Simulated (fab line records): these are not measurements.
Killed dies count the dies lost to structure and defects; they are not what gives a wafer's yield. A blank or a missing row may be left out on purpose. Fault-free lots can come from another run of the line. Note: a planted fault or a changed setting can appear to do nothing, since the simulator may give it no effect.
fab line records | flow gf180mcu
record lots=5 wafers=15 last-day=33
route steps=602 shown DUAL_GATE@152 POLY_GATE@157 HV_LDD@176
lots untouched by any fault: they come from a run of this same line in which no faults occurred
start-h: hours from the record's first day to the start of the lot's first wafer shown | wait-h: how many hours have passed since the lot's step before this one | " repeats the value in the row above | L1.1+2: a row that stands for several wafers | - either no value or no given start | * or withheld: withheld | < > ~ a bound
route shown NAME@n: a module of which the file shows steps, and the number in the route of the first | usual: mean and standard deviation over wafers with no fault | same: alike in all rows | chamber/n: place in a boat | sites: readings site by site | _std_site: standard deviation across them | _edge_site: outer sites' mean less inner sites' | radius-mm: how far each site lies from the wafer's centre | mask NAME#n: copy n | behind: the tool/chamber that last shaped the wafer | hold: why the lot was held/for how many hours/how that ended | device: transistor that didn't switch, given as n, p or np | end of line: the same wafers' tests at the end of the route | a step given without rows: its recipe and nothing more | killed: dies that structure and defects cost at the first sort, which is not the same as the wafer's yield | map: dies across one wafer; x = killed, . = not, _ = none there
set.NAME: the run value of the setting; set.NAME@STEP: its run value at that earlier step | model.NAME: the simulator's own value behind a step, which no gauge read
lots at some steps of the route; a table a step, a row a wafer
services: the hour from which a tool's chamber was out of use, counted from the record's first day as start-h (under 0 if before that day), plus the number of hours and why
## steps
# step GF_DUAL_GATE_OVL_MEAS_11
# usual DUAL_GATE_OVL=-0.4/1.5
# columns lot.wafer tool chamber start-h wait-h DUAL_GATE_OVL[nm]
L076.1 overlay-01 - 190.47 0.1 -0.3
L076.4 " - " " -2.0
L076.5 " - " " 0.4
L078.2 overlay-01 - 207.36 0.1 -1.9
L078.4 " - " " -0.1
L078.6 " - " " 0.8
L083.2 overlay-01 - 244.53 0.1 0.1
L083.3 " - " " 0.9
L083.4 " - " " -0.1
L088.3 overlay-01 - 276.13 0.1 1.0
L088.4 " - " " -0.4
L088.6 " - " " 0.4
L090.1 overlay-01 - 286.70 0.1 -1.5
L090.3 " - " " -2.2
L090.6 " - " " -1.7
# step GF_DUAL_GATE_WET_ETCH_12
# recipe chemistry=dHF target-depth-nm=13 dry=n2-spin target=SiO2 temp-c=25 dilution=100:1 time-s=260
# columns lot.wafer tool chamber start-h wait-h
L076.1+4+5 wet-bench-02 3 190.51 0.0
L078.2+4+6 wet-bench-03 2 207.39 0.0
L083.2+3+4 wet-bench-04 3 244.56 0.0
L088.3+4+6 wet-bench-02 0 276.16 0.0
L090.1+3+6 wet-bench-02 0 286.74 0.0
# step GF_DUAL_GATE_STRIP_13
# recipe chemistry=O2/N2 power-w=1400 pressure-mtorr=1500 platen-temp-c=250 o2-flow-sccm=3000 n2-flow-sccm=300 overash-fraction=0.5
# usual drypump-motor-current-A=5.8/0.4 heater-power-w=331/31 o2-flow-sccm=2998/9.4 oes-product-au=0.717/0.0048 strip-time-to-endpoint-s=12.62/0.037
# columns lot.wafer tool chamber start-h wait-h drypump-motor-current-A heater-power-w o2-flow-sccm oes-product-au rf-hours-counter-h strip-time-to-endpoint-s
L076.1 plasma-asher-02 0 190.59 0.0 5.9 319 3000 0.716 40 12.61
L076.4 " 1 " " 5.4 381 2990 0.714 - 12.62
L076.5 " 0 " " 5.9 304 2995 0.720 - 12.66
L078.2 plasma-asher-04 0 207.47 0.0 6.5 282 2997 0.713 9 12.61
L078.4 " 1 " " 5.8 337 2996 0.715 - 12.66
L078.6 " 0 " " 6.4 280 2994 0.722 - 12.66
L083.2 plasma-asher-01 0 244.72 0.0 5.2 335 2996 0.717 53 12.62
L083.3 " 1 " " 6.0 333 2990 0.720 - 12.60
L083.4 " 0 " " 5.2 325 2998 0.721 - 12.61
L088.3 plasma-asher-01 1 276.27 0.0 5.9 339 2988 0.715 - 12.65
L088.4 " 0 " " 5.2 325 2998 0.725 - 12.61
L088.6 " 1 " " 5.9 341 3002 0.720 - 12.65
L090.1 plasma-asher-01 0 286.82 0.0 5.2 335 2985 0.723 57 12.64
L090.3 " 1 " " 6.0 344 2998 0.720 - 12.63
L090.6 " 0 " " 5.2 325 2995 0.712 - 12.61
# step GF_DUAL_GATE_CLEAN_14
# recipe chemistry=SC1/SC2 mix=1:4:20 temp-c=70 time-s=150 dry=n2-spin
# columns lot.wafer tool chamber start-h wait-h
L076.1+4+5 wet-bench-02 1 190.69 0.1
L078.2+4+6 wet-bench-04 0 207.57 0.1
L083.2+3+4 wet-bench-02 2 244.82 0.1
L088.3+4+6 wet-bench-03 0 276.34 0.0
L090.1+3+6 wet-bench-04 0 286.92 0.1
# step GF_DUAL_GATE_OXIDATION_15
# recipe temp-c=850 ambient=O2 stabilise-s=600 purge-s=300 target-thk-a=70.98 ox-time-s=1995
# columns lot.wafer tool chamber start-h wait-h
L076.1+4+5 furnace-02 0 191.05 0.3
L078.2+4+6 furnace-02 0 208.42 0.8
L083.2+3+4 furnace-02 0 245.09 0.2
L088.3+4+6 furnace-02 0 278.06 1.7
L090.1+3+6 furnace-02 0 287.96 1.0
# step GF_POLY_GATE_CVD_00
# recipe material=poly-Si target-thk-nm=200 temp-c=620 time-s=1200 pressure-mtorr=200
# columns lot.wafer tool chamber start-h wait-h
L076.1+4+5 lpcvd-02 1 192.61 0.0
L078.2+4+6 lpcvd-01 0 209.98 0.0
L083.2+3+4 lpcvd-01 1 246.64 0.0
L088.3+4+6 lpcvd-01 0 279.62 0.0
L090.1+3+6 lpcvd-01 0 289.51 0.0
# step GF_POLY_GATE_THK_MEAS_01
# recipe reads=poly-Si_of_POLY_GATE_CVD_00
# usual POLY_GATE_CVD_00_THK=200.5/1.8
# columns lot.wafer tool chamber start-h wait-h POLY_GATE_CVD_00_THK[nm]
L076.1 film-metro-04 - 193.94 0.0 199.9
L076.4 " - " " 199.5
L076.5 " - " " 199.3
L078.2 film-metro-04 - 211.32 0.0 198.9
L078.4 " - " " 200.7
L078.6 " - " " 198.7
L083.2 film-metro-04 - 247.99 0.0 199.4
L083.3 " - " " 198.9
L083.4 " - " " 200.2
L088.3 film-metro-02 - 280.97 0.0 199.6
L088.4 " - " " 202.7
L088.6 " - " " 201.4
L090.1 film-metro-02 - 290.85 0.0 200.9
L090.3 " - " " 198.6
L090.6 " - " " 198.7
# step GF_POLY_GATE_DEHYDRATE_02
# recipe temp-c=200 time-s=60
# usual chill-plate-temp-C=22.98/0.1 resist-line-temp-C=23.01/0.13
# columns lot.wafer tool chamber start-h wait-h chill-plate-temp-C resist-line-temp-C
L076.1 litho-track-04 0 202.15 8.2 23.01 23.11
L076.4 " 0 " " 23.01 23.22
L076.5 " 0 " " 23.04 23.15
L078.2 litho-track-04 0 219.68 8.3 22.88 23.13
L078.4 " 0 " " 22.79 23.01
L078.6 " 0 " " 22.93 22.97
L083.2 litho-track-02 0 256.87 8.9 23.09 22.95
L083.3 " 0 " " 22.99 22.77
L083.4 " 0 " " 23.04 22.84
L088.3 litho-track-01 0 289.92 8.9 22.99 23.02
L088.4 " 0 " " 22.98 23.01
L088.6 " 0 " " 22.95 23.14
L090.1 litho-track-02 0 300.40 9.5 22.97 23.30
L090.3 " 0 " " 22.91 23.11
L090.6 " 0 " " 22.92 23.14
# step GF_POLY_GATE_HMDS_03
# recipe prime-time-s=60 prime-temp-c=120
# usual chill-plate-temp-C=23.00/0.11 resist-line-temp-C=22.97/0.093
# columns lot.wafer tool chamber start-h wait-h chill-plate-temp-C resist-line-temp-C
L076.1 litho-track-04 0 202.30 0.1 23.05 23.13
L076.4 " 0 " " 22.99 23.15
L076.5 " 0 " " 22.95 23.14
L078.2 litho-track-04 0 219.83 0.1 22.93 22.91
L078.4 " 0 " " 22.94 23.11
L078.6 " 0 " " 22.89 23.11
L083.2 litho-track-02 0 257.02 0.1 22.78 22.95
L083.3 " 0 " " 22.79 23.14
L083.4 " 0 " " 22.66 22.91
L088.3 litho-track-01 0 290.07 0.1 22.89 23.02
L088.4 " 0 " " 23.02 22.90
L088.6 " 0 " " 22.97 22.94
L090.1 litho-track-02 0 300.55 0.1 22.98 22.84
L090.3 " 0 " " 23.00 23.01
L090.6 " 0 " " 22.95 22.85
# step GF_POLY_GATE_COAT_04
# recipe resist=BARC temp-c=withheld time-s=withheld spin-rpm=withheld resist-thk-nm=withheld
# usual chill-plate-temp-C=* resist-line-temp-C=*
# columns lot.wafer tool chamber start-h wait-h chill-plate-temp-C resist-line-temp-C
L076.1 litho-track-04 0 202.45 0.1 * *
L076.4 " 0 " " * *
L076.5 " 0 " " * *
L078.2 litho-track-04 0 219.98 0.1 * *
L078.4 " 0 " " * *
L078.6 " 0 " " * *
L083.2 litho-track-02 0 257.17 0.1 * *
L083.3 " 0 " " * *
L083.4 " 0 " " * *
L088.3 litho-track-01 0 290.22 0.1 * *
L088.4 " 0 " " * *
L088.6 " 0 " " * *
L090.1 litho-track-02 0 300.70 0.1 * *
L090.3 " 0 " " * *
L090.6 " 0 " " * *
# step GF_POLY_GATE_COAT_05
# recipe resist=KrF spin-rpm=withheld resist-thk-nm=700
# usual chill-plate-temp-C=23.00/0.11 resist-line-temp-C=23.01/0.086
# columns lot.wafer tool chamber start-h wait-h chill-plate-temp-C resist-line-temp-C
L076.1 litho-track-04 0 - - 22.96 23.13
L076.4 " 0 " " 22.88 22.94
L076.5 " 0 " " 22.98 22.95
L078.2 litho-track-04 0 - - 22.93 22.88
L078.4 " 0 " " 23.06 23.01
L078.6 " 0 " " 23.00 23.15
L083.2 litho-track-02 0 - - 22.97 23.00
L083.3 " 0 " " 23.00 23.14
L083.4 " 0 " " 23.07 23.05
L088.3 litho-track-01 0 - - 22.88 22.96
L088.4 " 0 " " 23.04 23.10
L088.6 " 0 " " 22.92 23.02
L090.1 litho-track-02 0 - - 22.90 23.13
L090.3 " 0 " " 22.91 23.02
L090.6 " 0 " " 22.99 23.01
# step GF_POLY_GATE_SOFTBAKE_06
# recipe temp-c=130 time-s=60 resist=KrF
# usual chill-plate-temp-C=23.01/0.1 resist-line-temp-C=23.02/0.13
# columns lot.wafer tool chamber start-h wait-h chill-plate-temp-C resist-line-temp-C
L076.1 litho-track-04 0 - - 22.99 22.79
L076.4 " 0 " " 22.82 22.79
L076.5 " 0 " " 23.03 22.79
L078.2 litho-track-04 0 - - 22.87 23.14
L078.4 " 0 " " 22.95 23.18
L078.6 " 0 " " 22.87 23.23
L083.2 litho-track-02 0 - - 23.06 22.89
L083.3 " 0 " " 22.97 22.84
L083.4 " 0 " " 23.10 22.77
L088.3 litho-track-01 0 - - 22.88 23.18
L088.4 " 0 " " 22.88 23.13
L088.6 " 0 " " 22.91 23.00
L090.1 litho-track-02 0 - - 23.12 23.30
L090.3 " 0 " " 23.03 23.16
L090.6 " 0 " " 23.11 22.98
# step GF_POLY_GATE_EXPOSE_07
# recipe mask-id=Poly2 target-cd-nm=280 na=0.68 source-shape=conventional sigma-outer=0.6 dose-mj=28
# columns lot.wafer tool chamber start-h wait-h mask
L076.1+4+5 krf-scanner-01 0 - - Poly2#0
L078.2+4+6 krf-scanner-02 0 - - Poly2#0
L083.2+3+4 krf-scanner-02 0 - - Poly2#0
L088.3+4+6 krf-scanner-02 0 - - Poly2#0
L090.1+3+6 krf-scanner-01 0 - - Poly2#0
# step GF_POLY_GATE_PEB_08
# recipe peb-temp-c=135 peb-time-s=90 resist=KrF
# usual chill-plate-temp-C=23.00/0.11 resist-line-temp-C=23.01/0.1
# columns lot.wafer tool chamber start-h wait-h chill-plate-temp-C resist-line-temp-C
L076.1 litho-track-01 0 - - 22.89 23.14
L076.4 " 0 " " 23.07 22.98
L076.5 " 0 " " 23.08 23.02
L078.2 litho-track-01 0 - - 23.05 23.11
L078.4 " 0 " " 22.97 23.02
L078.6 " 0 " " 23.03 23.05
L083.2 litho-track-02 0 - - 22.85 23.25
L083.3 " 0 " " 22.83 23.13
L083.4 " 0 " " 22.92 23.36
L088.3 litho-track-01 0 - - 23.17 23.05
L088.4 " 0 " " 22.98 23.02
L088.6 " 0 " " 23.19 22.87
L090.1 litho-track-01 0 - - 22.97 22.96
L090.3 " 0 " " 22.96 23.01
L090.6 " 0 " " 22.86 23.04
# step GF_POLY_GATE_DEVELOP_09
# recipe develop-time-s=60 resist=KrF dev-temp-c=21
# usual chill-plate-temp-C=22.99/0.11 resist-line-temp-C=23.01/0.097
# columns lot.wafer tool chamber start-h wait-h chill-plate-temp-C resist-line-temp-C
L076.1 litho-track-01 0 211.12 0.2 22.81 22.94
L076.4 " 0 " " 23.13 22.91
L076.5 " 0 " " 22.93 23.07
L078.2 litho-track-01 0 228.84 0.2 23.12 23.10
L078.4 " 0 " " 23.02 23.13
L078.6 " 0 " " 23.05 23.11
L083.2 litho-track-02 0 266.57 0.2 23.11 22.99
L083.3 " 0 " " 23.14 23.09
L083.4 " 0 " " 23.01 23.04
L088.3 litho-track-01 0 300.62 0.1 22.99 22.86
L088.4 " 0 " " 22.91 22.86
L088.6 " 0 " " 22.94 23.02
L090.1 litho-track-01 0 310.57 0.2 23.03 23.06
L090.3 " 0 " " 23.05 22.99
L090.6 " 0 " " 22.77 23.11
# step GF_POLY_GATE_CD_MEAS_10
# recipe target-cd-nm=280
# usual cd-nm=280.4/0.99
# columns lot.wafer tool chamber start-h wait-h cd-nm
L076.1 cd-sem-01 - 211.27 0.1 279.4
L076.4 " - " " 279.6
L076.5 " - " " 278.2
L078.2 cd-sem-01 - 228.99 0.1 282.1
L078.4 " - " " 281.5
L078.6 " - " " 281.3
L083.2 cd-sem-02 - 266.72 0.1 280.7
L083.3 " - " " 281.1
L083.4 " - " " 280.5
L088.3 cd-sem-02 - 300.76 0.1 279.9
L088.4 " - " " 281.1
L088.6 " - " " 281.2
L090.1 cd-sem-02 - 310.72 0.1 281.5
L090.3 " - " " 281.9
L090.6 " - " " 282.3
# step GF_POLY_GATE_OVL_MEAS_11
# usual POLY_GATE_OVL=2/6
# columns lot.wafer tool chamber start-h wait-h POLY_GATE_OVL[nm]
L076.1 overlay-01 - 211.39 0.1 5
L076.4 " - " " 0
L076.5 " - " " 5
L078.2 overlay-02 - 229.10 0.1 3
L078.4 " - " " 7
L078.6 " - " " 15
L083.2 overlay-02 - 266.82 0.1 4
L083.3 " - " " 11
L083.4 " - " " 5
L088.3 overlay-01 - 300.85 0.1 7
L088.4 " - " " -3
L088.6 " - " " 0
L090.1 overlay-02 - 310.84 0.1 -3
L090.3 " - " " -7
L090.6 " - " " 1
# step GF_POLY_GATE_ETCH_12
# recipe chemistry=N2/H2 target-depth-a=withheld overetch-a=withheld time-s=withheld target=BARC ion-energy-ev=200 source-w=500 bias-w=100 pressure-mtorr=30 n2-flow-sccm=100 h2-flow-sccm=200
# usual drypump-motor-current-A=5.8/0.43 oes-product-au=0.736/0.0051 throttle-valve-pct=13.215/0.0087
# columns lot.wafer tool chamber start-h wait-h drypump-motor-current-A oes-product-au throttle-valve-pct
L076.1 rie-diel-02 3 211.43 0.0 5.1 0.733 13.222
L076.4 " 0 " " 6.6 0.731 13.212
L076.5 " 3 " " 5.1 0.741 13.219
L078.2 rie-diel-04 3 229.13 0.0 5.5 0.736 13.224
L078.4 " 3 " " 5.5 0.732 13.211
L078.6 " 0 " " 5.3 0.740 13.219
L083.2 rie-diel-01 3 266.85 0.0 5.7 0.732 13.222
L083.3 " 1 " " 5.7 0.731 13.218
L083.4 " 1 " " 5.7 0.737 13.215
L088.3 rie-diel-04 3 300.87 0.0 5.5 0.735 13.217
L088.4 " 1 " " 6.2 0.735 13.209
L088.6 " 1 " " 6.2 0.731 13.199
L090.1 rie-diel-01 3 310.87 0.0 5.7 0.746 13.223
L090.3 " 2 " " 6.3 0.732 13.221
L090.6 " 3 " " 5.8 0.733 13.208
# step GF_POLY_GATE_ETCH_13
# recipe target=poly-Si target-depth-nm=198.5 stop-on=SiO2 over-etch-frac=0.403 chemistry=HBr/Cl2 icp-w=400 bias-w=100 pressure-mtorr=10 HBr_flow_sccm=150 Cl2_flow_sccm=50 time-s=69.6
# usual drypump-motor-current-A=5.9/0.46 oes-product-au=0.993/0.011 throttle-valve-pct=33.684/0.0086
# columns lot.wafer tool chamber start-h wait-h drypump-motor-current-A oes-product-au rf-hours-counter-h throttle-valve-pct
L076.1 rie-si-02 1 211.48 - 5.3 0.982 120 33.688
L076.4 " 3 " " 6.5 0.987 62 33.671
L076.5 " 3 " " 6.5 0.985 - 33.680
L078.2 rie-si-01 2 229.18 - 5.6 0.987 1 33.672
L078.4 " 3 " " 6.5 0.976 4 33.668
L078.6 " 3 " " 6.5 0.972 - 33.685
L083.2 rie-si-01 0 266.91 - 5.3 0.995 62 33.686
L083.3 " 1 " " 6.1 0.999 34 33.689
L083.4 " 2 " " 5.6 0.997 2 33.679
L088.3 rie-si-01 2 300.93 - 5.6 0.985 2 33.685
L088.4 " 0 " " 5.3 0.995 63 33.676
L088.6 " 3 " " 6.5 0.978 - 33.696
L090.1 rie-si-01 0 310.93 - 5.3 0.987 63 33.688
L090.3 " 3 " " 6.5 0.984 4 33.679
L090.6 " 1 " " 6.1 0.996 - 33.684
# step GF_POLY_GATE_STRIP_14
# recipe chemistry=O2/N2 power-w=1400 pressure-mtorr=1500 platen-temp-c=250 o2-flow-sccm=3000 n2-flow-sccm=300 overash-fraction=0.5
# usual drypump-motor-current-A=5.8/0.43 heater-power-w=321/22 o2-flow-sccm=2999/8.4 oes-product-au=0.505/0.0047
# columns lot.wafer tool chamber start-h wait-h drypump-motor-current-A heater-power-w o2-flow-sccm oes-product-au rf-hours-counter-h
L076.1 plasma-asher-01 0 211.53 0.0 5.2 332 3003 0.514 50
L076.4 " 0 " " 5.2 326 2990 0.509 -
L076.5 " 1 " " 5.9 340 3002 0.512 -
L078.2 plasma-asher-01 1 229.23 0.0 6.0 346 2991 0.502 52
L078.4 " 1 " " 6.0 337 3007 0.504 -
L078.6 " 1 " " 6.0 337 3016 0.506 -
L083.2 plasma-asher-04 1 266.96 0.0 5.8 346 3008 0.501 14
L083.3 " 0 " " 6.4 279 2991 0.502 -
L083.4 " 1 " " 5.8 336 3014 0.497 -
L088.3 plasma-asher-03 0 301.01 0.1 6.3 314 3020 0.512 -
L088.4 " 1 " " 5.7 307 2997 0.506 -
L088.6 " 1 " " 5.7 307 3000 0.504 -
L090.1 plasma-asher-04 1 310.98 0.0 5.7 336 3003 0.505 18
L090.3 " 0 " " 6.4 289 2986 0.506 -
L090.6 " 0 " " 6.5 283 3001 0.503 -
# step GF_POLY_GATE_CLEAN_15
# recipe chemistry=SC1/SC2 mix=1:4:20 temp-c=70 time-s=150 dry=n2-spin
# columns lot.wafer tool chamber start-h wait-h
L076.1+4+5 wet-bench-03 2 211.63 0.1
L078.2+4+6 wet-bench-03 1 229.33 0.1
L083.2+3+4 wet-bench-02 0 267.06 0.1
L088.3+4+6 wet-bench-03 0 301.08 0.0
L090.1+3+6 wet-bench-02 3 311.08 0.1
# step GF_POLY_GATE_OXIDATION_16
# recipe temp-c=850 ambient=O2 stabilise-s=600 purge-s=300 target-thk-a=40 ox-time-s=899
# columns lot.wafer tool chamber start-h wait-h
L076.1+4+5 furnace-02 0 212.82 1.1
L078.2+4+6 furnace-01 0 229.38 0.0
L083.2+3+4 furnace-01 0 267.11 0.0
L088.3+4+6 furnace-01 0 302.74 1.6
L090.1+3+6 furnace-02 0 312.63 1.5
# step GF_POLY_GATE_THK_MEAS_17
# recipe reads=SiO2_of_POLY_GATE_OXIDATION_16
# usual POLY_GATE_OXIDATION_THK=3.99/0.087
# columns lot.wafer tool chamber start-h wait-h POLY_GATE_OXIDATION_THK[nm]
L076.1 film-metro-02 - 214.07 0.0 4.11
L076.4 " - " " 4.02
L076.5 " - " " 3.98
L078.2 film-metro-01 - 230.64 0.0 4.07
L078.4 " - " " 4.15
L078.6 " - " " 4.22
L083.2 film-metro-02 - 268.37 0.0 4.17
L083.3 " - " " 4.08
L083.4 " - " " 4.20
L088.3 film-metro-04 - 304.01 0.0 4.03
L088.4 " - " " 4.04
L088.6 " - " " 3.97
L090.1 film-metro-04 - 313.88 0.0 3.90
L090.3 " - " " 3.98
L090.6 " - " " 3.92
# step GF_POLY_GATE_CD_MEAS_18
# usual cd-nm=281.2/1.9
# columns lot.wafer tool chamber start-h wait-h cd-nm
L076.1 cd-sem-02 - 214.13 0.1 280.9
L076.4 " - " " 280.8
L076.5 " - " " 277.1
L078.2 cd-sem-02 - 230.72 0.1 280.2
L078.4 " - " " 279.2
L078.6 " - " " 280.5
L083.2 cd-sem-01 - 268.45 0.1 282.8
L083.3 " - " " 280.2
L083.4 " - " " 282.1
L088.3 cd-sem-02 - 304.17 0.2 280.2
L088.4 " - " " 280.4
L088.6 " - " " 280.2
L090.1 cd-sem-02 - 313.94 0.1 283.2
L090.3 " - " " 283.4
L090.6 " - " " 283.5
# step GF_HV_LDD_DEHYDRATE_00
# recipe temp-c=200 time-s=60
# usual chill-plate-temp-C=22.98/0.1 resist-line-temp-C=22.99/0.11
# columns lot.wafer tool chamber start-h wait-h chill-plate-temp-C resist-line-temp-C
L076.1 litho-track-03 0 222.32 8.2 23.12 22.83
L076.4 " 0 " " 23.05 23.02
L076.5 " 0 " " 23.20 23.12
L078.2 litho-track-04 0 238.98 8.2 22.97 22.98
L078.4 " 0 " " 22.94 23.06
L078.6 " 0 " " 22.93 22.91
L083.2 litho-track-02 0 277.97 9.5 23.04 22.98
L083.3 " 0 " " 22.96 23.09
L083.4 " 0 " " 22.97 23.13
L088.3 litho-track-02 0 313.85 9.6 22.81 23.18
L088.4 " 0 " " 22.90 23.07
L088.6 " 0 " " 22.83 23.09
L090.1 litho-track-04 0 324.30 10.3 22.92 22.96
L090.3 " 0 " " 22.89 22.99
L090.6 " 0 " " 22.90 22.90
# step GF_HV_LDD_HMDS_01
# recipe prime-time-s=60 prime-temp-c=120
# usual chill-plate-temp-C=23.00/0.11 resist-line-temp-C=22.99/0.093
# columns lot.wafer tool chamber start-h wait-h chill-plate-temp-C resist-line-temp-C
L076.1 litho-track-03 0 222.47 0.1 23.13 22.88
L076.4 " 0 " " 23.12 22.87
L076.5 " 0 " " 23.05 22.94
L078.2 litho-track-04 0 239.13 0.1 23.09 22.95
L078.4 " 0 " " 23.06 22.89
L078.6 " 0 " " 23.10 22.93
L083.2 litho-track-02 0 278.12 0.1 23.17 23.02
L083.3 " 0 " " 23.02 22.99
L083.4 " 0 " " 23.08 23.01
L088.3 litho-track-02 0 314.00 0.1 23.21 22.93
L088.4 " 0 " " 23.09 22.89
L088.6 " 0 " " 23.06 22.87
L090.1 litho-track-04 0 324.45 0.1 23.11 22.85
L090.3 " 0 " " 22.94 22.97
L090.6 " 0 " " 23.11 23.01
# step GF_HV_LDD_COAT_02
# recipe resist=NOVOLAK spin-rpm=3000 resist-thk-nm=1000
# usual chill-plate-temp-C=23.01/0.11 resist-line-temp-C=22.99/0.11
# columns lot.wafer tool chamber start-h wait-h chill-plate-temp-C resist-line-temp-C
L076.1 litho-track-03 0 222.62 0.1 22.85 22.97
L076.4 " 0 " " 22.86 23.19
L076.5 " 0 " " 22.87 23.01
L078.2 litho-track-04 0 239.28 0.1 22.95 23.10
L078.4 " 0 " " 23.03 23.12
L078.6 " 0 " " 22.94 23.00
L083.2 litho-track-02 0 278.27 0.1 23.02 22.87
L083.3 " 0 " " 23.06 23.11
L083.4 " 0 " " 22.93 23.01
L088.3 litho-track-02 0 314.15 0.1 23.11 22.84
L088.4 " 0 " " 23.06 22.85
L088.6 " 0 " " 23.29 22.89
L090.1 litho-track-04 0 324.60 0.1 23.24 22.87
L090.3 " 0 " " 23.25 22.94
L090.6 " 0 " " 23.25 22.86
# step GF_HV_LDD_SOFTBAKE_03
# recipe temp-c=90 time-s=60 resist=NOVOLAK
# usual chill-plate-temp-C=23.01/0.12 resist-line-temp-C=23.01/0.11
# columns lot.wafer tool chamber start-h wait-h chill-plate-temp-C resist-line-temp-C
L076.1 litho-track-03 0 222.77 0.1 23.06 22.85
L076.4 " 0 " " 23.10 22.92
L076.5 " 0 " " 23.06 23.08
L078.2 litho-track-04 0 239.43 0.1 22.99 23.05
L078.4 " 0 " " 23.00 23.00
L078.6 " 0 " " 22.99 23.12
L083.2 litho-track-02 0 278.42 0.1 22.97 23.05
L083.3 " 0 " " 23.08 23.16
L083.4 " 0 " " 23.00 22.91
L088.3 litho-track-02 0 314.30 0.1 22.88 23.26
L088.4 " 0 " " 22.82 23.05
L088.6 " 0 " " 22.86 23.03
L090.1 litho-track-04 0 324.75 0.1 23.11 22.84
L090.3 " 0 " " 23.10 23.01
L090.6 " 0 " " 23.13 23.14
# step GF_HV_LDD_EXPOSE_04
# recipe mask-id=Nplus_LV_AREA target-cd-nm=400 na=0.6 source-shape=conventional sigma-outer=0.6 dose-mj=140
# columns lot.wafer tool chamber start-h wait-h mask
L076.1+4+5 iline-stepper-02 0 - - Nplus_LV_AREA#0
L078.2+4+6 iline-stepper-01 0 - - Nplus_LV_AREA#0
L083.2+3+4 iline-stepper-02 0 - - Nplus_LV_AREA#0
L088.3+4+6 iline-stepper-01 0 - - Nplus_LV_AREA#0
L090.1+3+6 iline-stepper-02 0 - - Nplus_LV_AREA#0
# step GF_HV_LDD_PEB_05
# recipe temp-c=withheld time-s=* resist=NOVOLAK
# usual chill-plate-temp-C=* resist-line-temp-C=*
# columns lot.wafer tool chamber start-h wait-h chill-plate-temp-C resist-line-temp-C
L076.1 litho-track-02 0 - - * *
L076.4 " 0 " " * *
L076.5 " 0 " " * *
L078.2 litho-track-03 0 - - * *
L078.4 " 0 " " * *
L078.6 " 0 " " * *
L083.2 litho-track-02 0 - - * *
L083.3 " 0 " " * *
L083.4 " 0 " " * *
L088.3 litho-track-02 0 - - * *
L088.4 " 0 " " * *
L088.6 " 0 " " * *
L090.1 litho-track-02 0 - - * *
L090.3 " 0 " " * *
L090.6 " 0 " " * *
# step GF_HV_LDD_DEVELOP_06
# recipe develop-time-s=60 dev-temp-c=23
# usual chill-plate-temp-C=23.03/0.12 resist-line-temp-C=23.01/0.11
# columns lot.wafer tool chamber start-h wait-h chill-plate-temp-C resist-line-temp-C
L076.1 litho-track-02 0 231.35 0.1 22.98 22.99
L076.4 " 0 " " 23.03 22.87
L076.5 " 0 " " 23.30 22.95
L078.2 litho-track-03 0 248.65 0.1 23.16 23.18
L078.4 " 0 " " 23.20 23.12
L078.6 " 0 " " 23.19 23.03
L083.2 litho-track-02 0 287.72 0.1 23.04 23.11
L083.3 " 0 " " 23.09 22.95
L083.4 " 0 " " 23.07 23.09
L088.3 litho-track-02 0 324.60 0.1 22.97 22.95
L088.4 " 0 " " 23.08 22.97
L088.6 " 0 " " 23.25 22.98
L090.1 litho-track-02 0 334.85 0.1 23.04 23.07
L090.3 " 0 " " 23.02 23.10
L090.6 " 0 " " 22.97 23.11
# step GF_HV_LDD_CD_MEAS_07
# recipe target-cd-nm=400
# usual cd-nm=400.4/1.9
# columns lot.wafer tool chamber start-h wait-h cd-nm
L076.1 cd-sem-02 - 231.50 0.1 398.7
L076.4 " - " " 402.2
L076.5 " - " " 400.8
L078.2 cd-sem-02 - 248.79 0.1 401.3
L078.4 " - " " 399.3
L078.6 " - " " 399.5
L083.2 cd-sem-02 - 287.87 0.1 401.2
L083.3 " - " " 403.2
L083.4 " - " " 402.1
L088.3 cd-sem-01 - 324.74 0.1 400.2
L088.4 " - " " 404.1
L088.6 " - " " 401.3
L090.1 cd-sem-02 - 335.00 0.1 400.9
L090.3 " - " " 403.2
L090.6 " - " " 402.4
# step GF_HV_LDD_OVL_MEAS_08
# usual HV_LDD_OVL=0.3/1.6
# columns lot.wafer tool chamber start-h wait-h HV_LDD_OVL[nm]
L076.1 overlay-01 - 231.62 0.1 1.1
L076.4 " - " " 1.0
L076.5 " - " " 2.3
L078.2 overlay-02 - 248.90 0.1 0.1
L078.4 " - " " 0.9
L078.6 " - " " 2.4
L083.2 overlay-01 - 287.97 0.1 -0.7
L083.3 " - " " -1.3
L083.4 " - " " -1.5
L088.3 overlay-02 - 324.83 0.1 2.5
L088.4 " - " " 1.5
L088.6 " - " " 4.2
L090.1 overlay-02 - 335.12 0.1 -2.6
L090.3 " - " " -1.5
L090.6 " - " " -0.8
# step GF_HV_LDD_IMPLANT_09
# recipe species=As energy-kev=40 dose-cm2=1e+14 tilt-deg=7
# usual faraday-current-uA=563/11
# columns lot.wafer tool chamber start-h wait-h faraday-current-uA
L076.1 implanter-04 0 231.66 0.0 532
L076.4 " 0 " " 584
L076.5 " 0 " " 556
L078.2 implanter-01 0 248.95 0.0 574
L078.4 " 0 " " 564
L078.6 " 0 " " 567
L083.2 implanter-04 0 288.03 0.0 565
L083.3 " 0 " " 560
L083.4 " 0 " " 567
L088.3 implanter-03 0 324.90 0.1 573
L088.4 " 0 " " 571
L088.6 " 0 " " 568
L090.1 implanter-03 0 335.15 0.0 568
L090.3 " 0 " " 576
L090.6 " 0 " " 564
## services
# columns tool chamber start-h hours kind
krf-scanner-02 - 170.24 1.0 pm
krf-scanner-02 - 174.28 1.3 pm
krf-scanner-01 - 178.29 2.8 repair
rie-diel-01 3 178.41 21.8 repair
rie-diel-04 3 188.00 5.2 repair
krf-scanner-01 - 192.79 0.8 pm
furnace-02 - 194.11 3.9 pm
furnace-01 - 207.71 3.6 pm
wet-bench-02 - 210.83 4.4 pm
plasma-asher-04 - 213.16 14.6 pm
krf-scanner-02 - 217.66 1.1 repair
iline-stepper-02 - 239.77 1.6 repair
krf-scanner-02 - 265.50 0.8 pm
rie-si-01 3 267.95 17.4 repair
rie-si-01 1 270.32 2.8 repair
krf-scanner-02 - 288.65 0.7 repair
krf-scanner-02 - 292.77 4.4 pm
furnace-01 - 299.16 2.5 pm
furnace-02 - 306.14 4.0 pm
iline-stepper-02 - 309.43 5.2 repair
lpcvd-01 - 315.61 1.9 repair
furnace-01 - 327.21 4.0 pm
plasma-asher-01 - 331.99 1.3 repair
rie-si-01 2 335.19 3.8 repair
## key
fault none
